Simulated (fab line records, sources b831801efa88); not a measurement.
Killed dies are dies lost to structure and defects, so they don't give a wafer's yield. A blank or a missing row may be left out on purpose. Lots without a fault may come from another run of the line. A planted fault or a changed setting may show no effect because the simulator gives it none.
Chamber matching | flow gf180mcu | GF_V1_CMP_04 on cmp-01: 4 sister chambers
The step polishes SiO2. 4 wafers are shown with their chamber, then 7 later ones without.

WAFERS WITH THEIR CHAMBER
wafer  | chamber | motor_current_A (A)
L303.1 | 0       | 11.7
L305.5 | 3       | 9.5
L308.1 | 1       | 12.9
L308.3 | 2       | 11.1

WAFERS WITHOUT THEIR CHAMBER
wafer  | motor_current_A (A)
L308.5 | 10.9
L310.1 | 12.9
L310.3 | 9.9
L310.6 | 10.7
L313.1 | 13.0
L313.2 | 12.0
L313.3 | 11.6

WHICH CHAMBER EACH WENT THROUGH
wafer  | from the rows above     | in truth
L308.5 | 2                       | 2
L310.1 | 1                       | 1
L310.3 | 3                       | 3
L310.6 | 2                       | 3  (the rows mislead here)
L313.1 | 1                       | 1
L313.2 | 0                       | 0
L313.3 | can't be placed: 0 or 2 | 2
Placed correctly: 5 of 7. Can't be placed from these rows: 1 (the true chamber is among the candidates in 1). Placed wrongly: 1.
How it was worked out, from the rows above alone: a wafer's distance from a chamber is the root of the sum, over the readings, of the square of ((its reading less the chamber's mean) divided by the reading's scatter). The wafer belongs to the nearest chamber; if the next one is less than 2 further off, it can't be placed. A chamber's mean is the mean of its shown wafers. The scatter: with one shown wafer a chamber, the root of the mean of the squares of how far each hidden wafer lies from its nearest shown one.
